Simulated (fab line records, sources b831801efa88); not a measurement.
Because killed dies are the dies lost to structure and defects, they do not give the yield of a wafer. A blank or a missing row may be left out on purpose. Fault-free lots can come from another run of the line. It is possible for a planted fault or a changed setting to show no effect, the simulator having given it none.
Which of the tools did it? || flow gf180mcu || Sampling: 11 lots, 33 wafers, 6 of 602 route steps

WHAT THE GAUGES READ, wafer by wafer
GF_VT_IMPLANT_RS_MEAS_47: the measuring method here is four-point-probe. Usual: NWELL_RS 487.8 ohm/sq, standard deviation 1.4.
{"lot": "L683", "measured": "day 7 12:11", "on": "film-metro-04", "NWELL_RS (ohm/sq)": "488.7 486.8 487.4", "flag": ""}
{"lot": "L684", "measured": "day 7 19:43", "on": "film-metro-02", "NWELL_RS (ohm/sq)": "490.1 489.4 489.3", "flag": ""}
{"lot": "L686", "measured": "day 8 08:53", "on": "film-metro-04", "NWELL_RS (ohm/sq)": "486.4 487.2 486.9", "flag": ""}
{"lot": "L687", "measured": "day 8 15:53", "on": "film-metro-02", "NWELL_RS (ohm/sq)": "483.8 486.0 484.1", "flag": ""}
{"lot": "L691", "measured": "day 9 21:09", "on": "film-metro-04", "NWELL_RS (ohm/sq)": "487.3 488.1 488.2", "flag": ""}
{"lot": "L692", "measured": "day 10 02:01", "on": "film-metro-01", "NWELL_RS (ohm/sq)": "487.4 487.5 488.4", "flag": ""}
{"lot": "L693", "measured": "day 10 16:38", "on": "film-metro-02", "NWELL_RS (ohm/sq)": "487.1 487.4 485.8", "flag": ""}
{"lot": "L695", "measured": "day 10 23:40", "on": "film-metro-02", "NWELL_RS (ohm/sq)": "486.0 489.3 486.8", "flag": ""}
{"lot": "L702", "measured": "day 12 20:27", "on": "film-metro-04", "NWELL_RS (ohm/sq)": "488.3 485.8 489.5", "flag": ""}
{"lot": "L703", "measured": "day 13 05:36", "on": "film-metro-02", "NWELL_RS (ohm/sq)": "487.6 486.1 488.2", "flag": ""}
{"lot": "L706", "measured": "day 14 05:23", "on": "film-metro-04", "NWELL_RS (ohm/sq)": "488.7 487.2 486.2", "flag": ""}

GF_HV_LDD_TW_MEAS_23. Usual: HV_LDD_2_TW 1055, standard deviation 5.9.
{"lot": "L683", "measured": "day 10 13:13", "on": "film-metro-01", "HV_LDD_2_TW": "1049 1046 1045", "flag": ""}
{"lot": "L684", "measured": "day 10 22:47", "on": "film-metro-04", "HV_LDD_2_TW": "1067 1065 1062", "flag": ""}
{"lot": "L686", "measured": "day 11 15:07", "on": "film-metro-02", "HV_LDD_2_TW": "1054 1055 1053", "flag": ""}
{"lot": "L687", "measured": "day 11 21:37", "on": "film-metro-04", "HV_LDD_2_TW": "1059 1063 1063", "flag": ""}
{"lot": "L691", "measured": "day 13 07:04", "on": "film-metro-02", "HV_LDD_2_TW": "1054 1052 1059", "flag": ""}
{"lot": "L692", "measured": "day 13 15:29", "on": "film-metro-01", "HV_LDD_2_TW": "1049 1048 1049", "flag": ""}
{"lot": "L693", "measured": "day 14 06:34", "on": "film-metro-02", "HV_LDD_2_TW": "1054 1054 1054", "flag": ""}
{"lot": "L695", "measured": "day 14 17:26", "on": "film-metro-02", "HV_LDD_2_TW": "1059 1054 1057", "flag": ""}
{"lot": "L702", "measured": "day 16 21:47", "on": "film-metro-02", "HV_LDD_2_TW": "1044 1050 1044", "flag": ""}
{"lot": "L703", "measured": "day 17 05:08", "on": "film-metro-02", "HV_LDD_2_TW": "1051 1054 1040", "flag": ""}
{"lot": "L706", "measured": "day 18 07:40", "on": "film-metro-04", "HV_LDD_2_TW": "1064 1061 1063", "flag": ""}

GF_PSD_RS_MEAS_14: the measuring method here is four-point-probe. Usual: NSD_RS 46.14 ohm/sq, standard deviation 0.083.
{"lot": "L683", "measured": "day 13 23:52", "on": "film-metro-04", "NSD_RS (ohm/sq)": "46.11 46.07 46.15", "flag": ""}
{"lot": "L684", "measured": "day 14 09:46", "on": "film-metro-02", "NSD_RS (ohm/sq)": "46.19 46.24 46.05", "flag": ""}
{"lot": "L686", "measured": "day 15 02:52", "on": "film-metro-04", "NSD_RS (ohm/sq)": "46.28 46.20 46.27", "flag": ""}
{"lot": "L687", "measured": "day 15 12:21", "on": "film-metro-04", "NSD_RS (ohm/sq)": "46.19 46.16 46.14", "flag": ""}
{"lot": "L691", "measured": "day 17 01:02", "on": "film-metro-03", "NSD_RS (ohm/sq)": "46.11 46.14 46.09", "flag": ""}
{"lot": "L692", "measured": "day 17 11:17", "on": "film-metro-02", "NSD_RS (ohm/sq)": "46.08 46.18 46.14", "flag": ""}
{"lot": "L693", "measured": "day 18 05:31", "on": "film-metro-04", "NSD_RS (ohm/sq)": "46.21 46.23 46.18", "flag": ""}
{"lot": "L695", "measured": "day 18 15:30", "on": "film-metro-04", "NSD_RS (ohm/sq)": "46.12 46.17 46.22", "flag": ""}
{"lot": "L702", "measured": "day 21 00:37", "on": "film-metro-03", "NSD_RS (ohm/sq)": "44.91 44.88 44.90 44.96 44.95 44.88", "flag": "OFF"}
{"lot": "L703", "measured": "day 21 09:38", "on": "film-metro-03", "NSD_RS (ohm/sq)": "44.85 44.85 44.80 44.98 44.89 44.85", "flag": "OFF"}
{"lot": "L706", "measured": "day 22 11:58", "on": "film-metro-04", "NSD_RS (ohm/sq)": "46.15 46.13 46.10", "flag": ""}

WHICH TOOL RAN EACH LOT (tool, then ch and the chambers of the sampled wafers, then the start)
{"lot": "L683", "GF_HV_LDD_STRIP_49": "plasma-asher-02 ch 0,1, day 12 03:04", "GF_NSD_IMPLANT_09": "implanter-03 ch 0, day 13 03:04", "GF_NSD_STRIP_11": "plasma-asher-01 ch 0,1, day 13 03:22"}
{"lot": "L684", "GF_HV_LDD_STRIP_49": "plasma-asher-03 ch 0,1, day 12 13:25", "GF_NSD_IMPLANT_09": "implanter-01 ch 0, day 13 12:20", "GF_NSD_STRIP_11": "plasma-asher-01 ch 0,1, day 13 12:37"}
{"lot": "L686", "GF_HV_LDD_STRIP_49": "plasma-asher-02 ch 0, day 13 06:31", "GF_NSD_IMPLANT_09": "implanter-01 ch 0, day 14 05:37", "GF_NSD_STRIP_11": "plasma-asher-01 ch 1, day 14 05:55"}
{"lot": "L687", "GF_HV_LDD_STRIP_49": "plasma-asher-03 ch 0,1, day 13 14:22", "GF_NSD_IMPLANT_09": "implanter-03 ch 0, day 14 14:04", "GF_NSD_STRIP_11": "plasma-asher-01 ch 0,1, day 14 14:22"}
{"lot": "L691", "GF_HV_LDD_STRIP_49": "plasma-asher-02 ch 0,1, day 15 00:40", "GF_NSD_IMPLANT_09": "implanter-03 ch 0, day 16 01:55", "GF_NSD_STRIP_11": "plasma-asher-01 ch 0,1, day 16 02:12"}
{"lot": "L692", "GF_HV_LDD_STRIP_49": "plasma-asher-01 ch 0,1, day 15 10:24", "GF_NSD_IMPLANT_09": "implanter-04 ch 0, day 16 11:43", "GF_NSD_STRIP_11": "plasma-asher-04 ch 0,1, day 16 12:00"}
{"lot": "L693", "GF_HV_LDD_STRIP_49": "plasma-asher-01 ch 1, day 16 03:55", "GF_NSD_IMPLANT_09": "implanter-04 ch 0, day 17 05:31", "GF_NSD_STRIP_11": "plasma-asher-01 ch 0,1, day 17 05:49"}
{"lot": "L695", "GF_HV_LDD_STRIP_49": "plasma-asher-01 ch 0,1, day 16 13:11", "GF_NSD_IMPLANT_09": "implanter-03 ch 0, day 17 15:13", "GF_NSD_STRIP_11": "plasma-asher-04 ch 0,1, day 17 15:30"}
{"lot": "L702", "GF_HV_LDD_STRIP_49": "plasma-asher-02 ch 0,1, day 18 20:01", "GF_NSD_IMPLANT_09": "implanter-01 ch 0, day 19 23:36", "GF_NSD_STRIP_11": "plasma-asher-01 ch 0, day 19 23:52"}
{"lot": "L703", "GF_HV_LDD_STRIP_49": "plasma-asher-03 ch 0,1, day 19 04:46", "GF_NSD_IMPLANT_09": "implanter-01 ch 0, day 20 08:29", "GF_NSD_STRIP_11": "plasma-asher-01 ch 0,1, day 20 08:46"}
{"lot": "L706", "GF_HV_LDD_STRIP_49": "plasma-asher-02 ch 0,1, day 20 08:58", "GF_NSD_IMPLANT_09": "implanter-03 ch 0, day 21 11:37", "GF_NSD_STRIP_11": "plasma-asher-01 ch 0,1, day 21 11:55"}
- GF_HV_LDD_STRIP_49: strips in O2/N2.
- GF_NSD_IMPLANT_09
- GF_NSD_STRIP_11: strips in O2/N2.

WHAT THE TOOLS THEMSELVES READ (means of the sampled wafers that have a number; where no wafer has one, the mark that the record gives instead)
GF_HV_LDD_STRIP_49. Usual: drypump-motor-current-A 5.8 A, standard deviation 0.5; heater-power-w 312 W, standard deviation 23; oes-product-au 0.715 a.u., standard deviation 0.0045; strip-time-to-endpoint-s 12.64 s, standard deviation 0.041.
{"lot": "L683", "tool": "plasma-asher-02", "drypump-motor-current-A (A)": 5.6, "heater-power-w (W)": 312, "oes-product-au (a.u.)": 0.717, "strip-time-to-endpoint-s (s)": 12.63, "flag": ""}
{"lot": "L684", "tool": "plasma-asher-03", "drypump-motor-current-A (A)": 5.7, "heater-power-w (W)": 330, "oes-product-au (a.u.)": 0.714, "strip-time-to-endpoint-s (s)": 12.62, "flag": ""}
{"lot": "L686", "tool": "plasma-asher-02", "drypump-motor-current-A (A)": 5.7, "heater-power-w (W)": 319, "oes-product-au (a.u.)": 0.714, "strip-time-to-endpoint-s (s)": 12.53, "flag": ""}
{"lot": "L687", "tool": "plasma-asher-03", "drypump-motor-current-A (A)": 6.2, "heater-power-w (W)": 340, "oes-product-au (a.u.)": 0.719, "strip-time-to-endpoint-s (s)": 12.62, "flag": ""}
{"lot": "L691", "tool": "plasma-asher-02", "drypump-motor-current-A (A)": 5.7, "heater-power-w (W)": 314, "oes-product-au (a.u.)": 0.718, "strip-time-to-endpoint-s (s)": 12.64, "flag": ""}
{"lot": "L692", "tool": "plasma-asher-01", "drypump-motor-current-A (A)": 6.1, "heater-power-w (W)": 283, "oes-product-au (a.u.)": 0.714, "strip-time-to-endpoint-s (s)": 12.68, "flag": ""}
{"lot": "L693", "tool": "plasma-asher-01", "drypump-motor-current-A (A)": 6.4, "heater-power-w (W)": 276, "oes-product-au (a.u.)": 0.718, "strip-time-to-endpoint-s (s)": 12.63, "flag": ""}
{"lot": "L695", "tool": "plasma-asher-01", "drypump-motor-current-A (A)": 6.1, "heater-power-w (W)": 279, "oes-product-au (a.u.)": 0.712, "strip-time-to-endpoint-s (s)": 12.66, "flag": ""}
{"lot": "L702", "tool": "plasma-asher-02", "drypump-motor-current-A (A)": 5.6, "heater-power-w (W)": 309, "oes-product-au (a.u.)": 0.713, "strip-time-to-endpoint-s (s)": 12.61, "flag": ""}
{"lot": "L703", "tool": "plasma-asher-03", "drypump-motor-current-A (A)": 6.2, "heater-power-w (W)": 340, "oes-product-au (a.u.)": 0.715, "strip-time-to-endpoint-s (s)": 12.66, "flag": ""}
{"lot": "L706", "tool": "plasma-asher-02", "drypump-motor-current-A (A)": 5.6, "heater-power-w (W)": 315, "oes-product-au (a.u.)": 0.717, "strip-time-to-endpoint-s (s)": 12.68, "flag": ""}

GF_NSD_IMPLANT_09. Usual: beam-energy-keV 60.000, standard deviation 0.018; end-station-pressure-torr 1.28e-05 Torr, standard deviation 1.1e-06.
{"lot": "L683", "tool": "implanter-03", "beam-energy-keV": 59.987, "end-station-pressure-torr (Torr)": 1.39e-05, "flag": ""}
{"lot": "L684", "tool": "implanter-01", "beam-energy-keV": 60.010, "end-station-pressure-torr (Torr)": 1.11e-05, "flag": ""}
{"lot": "L686", "tool": "implanter-01", "beam-energy-keV": 59.984, "end-station-pressure-torr (Torr)": 1.15e-05, "flag": ""}
{"lot": "L687", "tool": "implanter-03", "beam-energy-keV": 60.010, "end-station-pressure-torr (Torr)": 1.34e-05, "flag": ""}
{"lot": "L691", "tool": "implanter-03", "beam-energy-keV": 60.026, "end-station-pressure-torr (Torr)": 1.40e-05, "flag": ""}
{"lot": "L692", "tool": "implanter-04", "beam-energy-keV": 59.985, "end-station-pressure-torr (Torr)": 1.25e-05, "flag": ""}
{"lot": "L693", "tool": "implanter-04", "beam-energy-keV": 60.022, "end-station-pressure-torr (Torr)": 1.29e-05, "flag": ""}
{"lot": "L695", "tool": "implanter-03", "beam-energy-keV": 59.995, "end-station-pressure-torr (Torr)": 1.36e-05, "flag": ""}
{"lot": "L702", "tool": "implanter-01", "beam-energy-keV": 63.944, "end-station-pressure-torr (Torr)": 1.16e-05, "flag": "OFF"}
{"lot": "L703", "tool": "implanter-01", "beam-energy-keV": 63.967, "end-station-pressure-torr (Torr)": 1.24e-05, "flag": "OFF"}
{"lot": "L706", "tool": "implanter-03", "beam-energy-keV": 59.995, "end-station-pressure-torr (Torr)": 1.38e-05, "flag": ""}

GF_NSD_STRIP_11. Usual: drypump-motor-current-A 5.8 A, standard deviation 0.47; heater-power-w 297 W, standard deviation 25; oes-product-au 0.487 a.u., standard deviation 0.0045; strip-time-to-endpoint-s 22.99 s, standard deviation 0.04.
{"lot": "L683", "tool": "plasma-asher-01", "drypump-motor-current-A (A)": 6.1, "heater-power-w (W)": 279, "oes-product-au (a.u.)": 0.491, "strip-time-to-endpoint-s (s)": 22.94, "flag": ""}
{"lot": "L684", "tool": "plasma-asher-01", "drypump-motor-current-A (A)": 5.8, "heater-power-w (W)": 277, "oes-product-au (a.u.)": 0.489, "strip-time-to-endpoint-s (s)": 22.97, "flag": ""}
{"lot": "L686", "tool": "plasma-asher-01", "drypump-motor-current-A (A)": 6.4, "heater-power-w (W)": 278, "oes-product-au (a.u.)": 0.486, "strip-time-to-endpoint-s (s)": 22.97, "flag": ""}
{"lot": "L687", "tool": "plasma-asher-01", "drypump-motor-current-A (A)": 6.1, "heater-power-w (W)": 281, "oes-product-au (a.u.)": 0.489, "strip-time-to-endpoint-s (s)": 23.04, "flag": ""}
{"lot": "L691", "tool": "plasma-asher-01", "drypump-motor-current-A (A)": 5.7, "heater-power-w (W)": 281, "oes-product-au (a.u.)": 0.486, "strip-time-to-endpoint-s (s)": 22.91, "flag": ""}
{"lot": "L692", "tool": "plasma-asher-04", "drypump-motor-current-A (A)": 5.6, "heater-power-w (W)": 348, "oes-product-au (a.u.)": 0.488, "strip-time-to-endpoint-s (s)": 22.98, "flag": ""}
{"lot": "L693", "tool": "plasma-asher-01", "drypump-motor-current-A (A)": 6.1, "heater-power-w (W)": 279, "oes-product-au (a.u.)": 0.486, "strip-time-to-endpoint-s (s)": 22.98, "flag": ""}
{"lot": "L695", "tool": "plasma-asher-04", "drypump-motor-current-A (A)": 5.7, "heater-power-w (W)": 355, "oes-product-au (a.u.)": 0.487, "strip-time-to-endpoint-s (s)": 22.98, "flag": ""}
{"lot": "L702", "tool": "plasma-asher-01", "drypump-motor-current-A (A)": 5.4, "heater-power-w (W)": 283, "oes-product-au (a.u.)": 0.486, "strip-time-to-endpoint-s (s)": 23.56, "flag": "OFF"}
{"lot": "L703", "tool": "plasma-asher-01", "drypump-motor-current-A (A)": 5.7, "heater-power-w (W)": 280, "oes-product-au (a.u.)": 0.479, "strip-time-to-endpoint-s (s)": 23.52, "flag": "OFF"}
{"lot": "L706", "tool": "plasma-asher-01", "drypump-motor-current-A (A)": 5.7, "heater-power-w (W)": 278, "oes-product-au (a.u.)": 0.487, "strip-time-to-endpoint-s (s)": 23.08, "flag": ""}

THE ANSWER, worked out from the rows above alone
Rule: a lot is off if the mean of its wafers that have a number lies more than 3 standard deviations from the usual mean. A lot without any number at a reading at which 4 lots or more have one is off too. All remaining lots with rows at the step are treated as sound. Order of review: gauges by route order, followed by the tools' own readings, for which a lot's mean as printed above is used. At the first step where some lot is off, the reading lying furthest off is the one used; lots without a number count as furthest.
Off: L702, L703, at GF_PSD_RS_MEAS_14 (NSD_RS).
If a tool, at a process step before that reading, ran all the lots that are off and no sound lot after the first of them, it fits. The gauges at GF_PSD_RS_MEAS_14 aren't tried: what is off there is off at GF_NSD_IMPLANT_09 too, on other tools, and a gauge's error can't cause that. One fits: GF_NSD_IMPLANT_09 on implanter-01. Its last sound lot is L686 (day 14 05:37), its first lot that is off L702 (day 19 23:36): a fault that began between those two fits.
The tool's own readings at GF_NSD_IMPLANT_09 bear it out: on the lots that are off they differ by more than 5 times the standard deviation of the sound lots' means. beam-energy-keV reads 63.956 there against 60.002 on the sound lots.

WHAT THE SIMULATOR HAD PUT IN
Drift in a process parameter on implanter-01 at GF_NSD_IMPLANT_09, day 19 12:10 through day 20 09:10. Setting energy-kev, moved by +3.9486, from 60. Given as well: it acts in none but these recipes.
Struck lots among those shown: L702, L703. The same result came from the rule above.
